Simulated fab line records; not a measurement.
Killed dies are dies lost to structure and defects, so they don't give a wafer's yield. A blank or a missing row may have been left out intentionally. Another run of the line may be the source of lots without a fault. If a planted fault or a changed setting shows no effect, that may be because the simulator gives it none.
Chamber matching | flow sky130 | hdpcvd-02 running SKY_VIA3_HDPCVD_00: 3 sister chambers
The step deposits SiO2, target thk 1635 nm, time 272.5 s. 18 wafers are shown with their chamber, then 9 later ones without.

## EACH WAFER AND ITS CHAMBER
wafer  | chamber | susceptor temp C (C)
L518.2 | 0       | 399.74
L518.3 | 2       | 400.36
L518.5 | 0       | 399.77
L520.1 | 1       | 399.79
L520.2 | 2       | 400.00
L520.4 | 0       | 400.12
L519.1 | 1       | 400.09
L519.5 | 0       | 400.07
L519.6 | 1       | 400.04
L523.1 | 0       | 400.04
L523.4 | 2       | 400.28
L523.6 | 1       | 400.07
L534.1 | 0       | 399.91
L534.4 | 0       | 399.99
L534.6 | 1       | 399.72
L535.1 | 0       | 399.94
L535.2 | 2       | 399.96
L535.6 | 1       | 400.17

SIGNATURES (averages over the wafers above)
reading          | chamber 0 | chamber 1 | chamber 2 | scatter within a chamber
susceptor temp C | 399.9475  | 399.9800  | 400.1500  | 0.166
Rule: a wafer lies at a distance from a chamber equal to the root of the sum of squares, over the readings, of (its reading less the chamber's mean, divided by the reading's scatter). The wafer belongs to the nearest chamber; if the next one is less than 2 further off, it can't be placed. The scatter: the root of (the sum of the squares of (reading less its chamber's mean) over the shown wafers, divided by (wafers less chambers)).

## WAFERS WITHOUT THEIR CHAMBER
wafer  | susceptor temp C (C)
L537.1 | 399.93
L537.3 | 400.10
L537.6 | 399.95
L539.1 | 399.80
L539.4 | 400.02
L539.6 | 399.80
L541.2 | 399.97
L541.3 | 399.94
L541.4 | 399.94

## THE CHAMBER EACH PASSED THROUGH
wafer  | from the rows above          | in truth
L537.1 | can't be placed: 0 or 1 or 2 | 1
L537.3 | can't be placed: 2 or 1 or 0 | 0
L537.6 | can't be placed: 0 or 1 or 2 | 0
L539.1 | can't be placed: 0 or 1 or 2 | 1
L539.4 | can't be placed: 1 or 0 or 2 | 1
L539.6 | can't be placed: 0 or 1 or 2 | 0
L541.2 | can't be placed: 1 or 0 or 2 | 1
L541.3 | can't be placed: 0 or 1 or 2 | 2
L541.4 | can't be placed: 0 or 1 or 2 | 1
Correctly placed: 0 of 9. Unplaceable from these rows: 9, with the true chamber sitting among the candidates in 9. Wrongly placed: 0.
